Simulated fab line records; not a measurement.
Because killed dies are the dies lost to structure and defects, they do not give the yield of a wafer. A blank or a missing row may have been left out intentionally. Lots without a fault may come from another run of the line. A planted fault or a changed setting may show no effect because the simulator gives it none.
What tool caused it? + flow gf180mcu + at 1 step of a route of 602, 13 lots with 39 wafers sampled

## WHAT EACH GAUGE READ, for each wafer
GF_V4_RS_MEAS_24: the measuring method here is four-point-probe.
| lot  | measured     | on           | V4_W_RS (ohm/sq)  |
|------|--------------|--------------|-------------------|
| L326 | day 24 08:50 | filmMetro-04 | 0.333 0.325 0.330 |
| L327 | day 25 03:22 | filmMetro-04 | 0.331 0.333 0.326 |
| L329 | day 25 16:26 | filmMetro-01 | 0.324 0.330 0.321 |
| L330 | day 25 20:25 | filmMetro-01 | 0.327 0.328 0.331 |
| L331 | day 26 02:20 | filmMetro-02 | 0.326 0.328 0.321 |
| L332 | day 26 21:48 | filmMetro-04 | 0.329 0.334 0.334 |
| L333 | day 27 02:32 | filmMetro-04 | 0.319 0.332 0.322 |
| L334 | day 27 04:02 | filmMetro-02 | 0.333 0.332 0.331 |
| L340 | day 29 00:23 | filmMetro-04 | 0.329 0.330 0.329 |
| L343 | day 29 21:53 | filmMetro-01 | 0.333 0.333 0.329 |
| L346 | day 30 16:50 | filmMetro-02 | 0.328 0.318 0.322 |
| L347 | day 30 22:58 | filmMetro-01 | 0.334 0.330 0.330 |
| L348 | day 31 10:01 | filmMetro-01 | 0.327 0.321 0.330 |

## WHAT TOOL EACH LOT RAN ON (gives the tool, then ch and the chambers of the sampled wafers, and finally the start)
The record holds no process step before these readings.

## AS READ BY THE TOOLS THEMSELVES (means over the sampled wafers that have a number; for cases with no such wafer, the mark the record gives instead)
The record holds no such reading with a usual standard deviation.

## THE ANSWER, worked out from the rows above alone
Rule: the usual values come from the lots themselves. Put in order of their means at a reading, lots are off if they are a third of the lots or fewer, leave a main group of 4 or more, and stand apart from it by a gap of 3 or more times the standard deviation of the main group's means; of several such gaps the widest counts. If all means in a main group match to the digits the tables above print for the reading, that group is not used. Also off: a lot with no number at a reading for which 4 or more lots have one. The other lots that the step has rows for count as sound. The gauges are gone through in route order, then the tools' own readings, and for those a lot's mean is taken as printed above. At the first step where some lot is off, the reading lying furthest off is the one used; lots without a number count as furthest.
No lot is off at any reading shown: from this, nothing can be told.

## WHAT THE SIMULATOR PUT IN
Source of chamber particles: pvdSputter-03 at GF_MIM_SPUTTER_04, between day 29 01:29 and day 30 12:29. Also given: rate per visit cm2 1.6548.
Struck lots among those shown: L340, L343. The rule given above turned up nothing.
